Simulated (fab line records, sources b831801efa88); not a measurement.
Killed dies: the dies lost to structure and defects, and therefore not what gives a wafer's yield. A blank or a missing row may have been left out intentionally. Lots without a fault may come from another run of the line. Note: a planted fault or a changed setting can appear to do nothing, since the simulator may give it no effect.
8D (eight disciplines) problem report, filled in by code / flow gf180mcu / the parts of the form that need people (team, actions taken, sign-off) are left out

## 1. PROBLEM STATEMENT
Across 3 wafers from 3 lots, V1_CVD_02_THK at GF_V1_THK_MEAS_03 averages 360 nm, while fault-free wafers read 846 nm with a standard deviation of 13. Relative to the usual mean, that is a shift of -37 standard deviations.
Earliest sighting: wafer L142.2 on film-metro-03 at day 22 21:44. Wafers with a number at this step in the record: 34, from 12 lots. Rule for "out", or "out of limits": more than 4 standard deviations from the usual mean. Any other wafer with a number is counted as sound.

## 2. WHAT IT IS, WHAT IT ISN'T
question=which readings at this step | is=V1_CVD_02_THK | is not=-
question=which lots | is=L142, L143, L147 | is not=L126, L127, L128, L131, L132, L133, L134, L148, L149
question=which wafers of those lots | is=L142.2, L143.5, L147.5 | is not=L142.1, L143.1, L147.3, L147.4
question=read on which gauges | is=film-metro-01, film-metro-02, film-metro-03 | is not=-
question=when | is=from day 22 21:44 | is not=up to then (22 sound wafers); but 9 sound wafers of L143, L147, L148, L149 came after

## 3. SUSPECTS, AND WHAT RULES EACH OUT
Counting: any tool at a process step up to the reading remains a suspect provided it ran every lot that is out. Sound lots after the first of them don't rule it out here, since some wafers of a struck lot are sound.
- the gauge at GF_V1_THK_MEAS_03 has been ruled out. Those wafers that are out were read across 3 gauges (film-metro-01, film-metro-02, film-metro-03).
- pecvd-03 at GF_V1_CVD_02 (deposits SiO2 from TEOS, target thk 850 nm, time 94.851 s): kept. It processed each lot that is out (first: L142, day 22 21:38); up to then, its last sound lot is L133 (day 19 20:11). Its own run-length-s readings are out on those wafers.
Remaining after the count: pecvd-03 at GF_V1_CVD_02.

## 4. THE CAUSE (what the simulator had put in)
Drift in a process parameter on pecvd-03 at GF_V1_CVD_02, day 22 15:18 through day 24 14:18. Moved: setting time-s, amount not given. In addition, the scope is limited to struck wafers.
After counting, this tool was the only one left.

## 5. THE EFFECT CHAIN, in route order
One row per reading whose mean, taken over the struck wafers that have a number, lies over 3 standard deviations from the usual. Scope: only readings with a usual standard deviation given in the record; hours: median across lots of the time from each lot's start at the first step in this table that gives one to its start at this step; sigmas: change in usual standard deviations.
hours=0; step=GF_V1_CVD_02; reading=run-length-s; usual=123.1 s; on struck wafers=68.9; change=-54.2; sigmas=-99 or more
hours=0; step=GF_V1_THK_MEAS_03; reading=V1_CVD_02_THK; usual=846 nm; on struck wafers=360; change=-486; sigmas=-37
hours=0; step=GF_V1_CMP_04; reading=time-to-endpoint-s; usual=79 s; on struck wafers=20; change=-59; sigmas=-9.7
hours=-; step=GF_V1_ETCH_17; reading=oes-product-au; usual=0.856 a.u.; on struck wafers=0.653; change=-0.203; sigmas=-47
It contains these process steps:
- GF_V1_CVD_02: deposits SiO2 from TEOS, target thk 850 nm, time 94.851 s.
- GF_V1_CMP_04: polishes SiO2.
- GF_V1_ETCH_17: etches SiO2 in C4F8/O2/Ar, stops on TiN, target depth 630 nm.
Readings that are blank on the struck wafers while sound wafers have them: rf-fwd-power-W at GF_V1_CVD_02.

## 6. WHAT WOULD HAVE CAUGHT IT SOONER
Counted from the fault's start at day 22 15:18, it took 6 hours until the first out-of-limits reading at a measuring or inspecting step in this record, taken at day 22 21:44.
At GF_V1_CVD_02, the tool's own readings (run-length-s) were out on each struck wafer the step has a row for, so an alarm limit on them would have fired on the first such wafer.
Lots out: 3; of these, L143, L147 started GF_V1_CVD_02 on pecvd-03 after day 22 21:44. A hold on the tool at that time would have spared those 2.
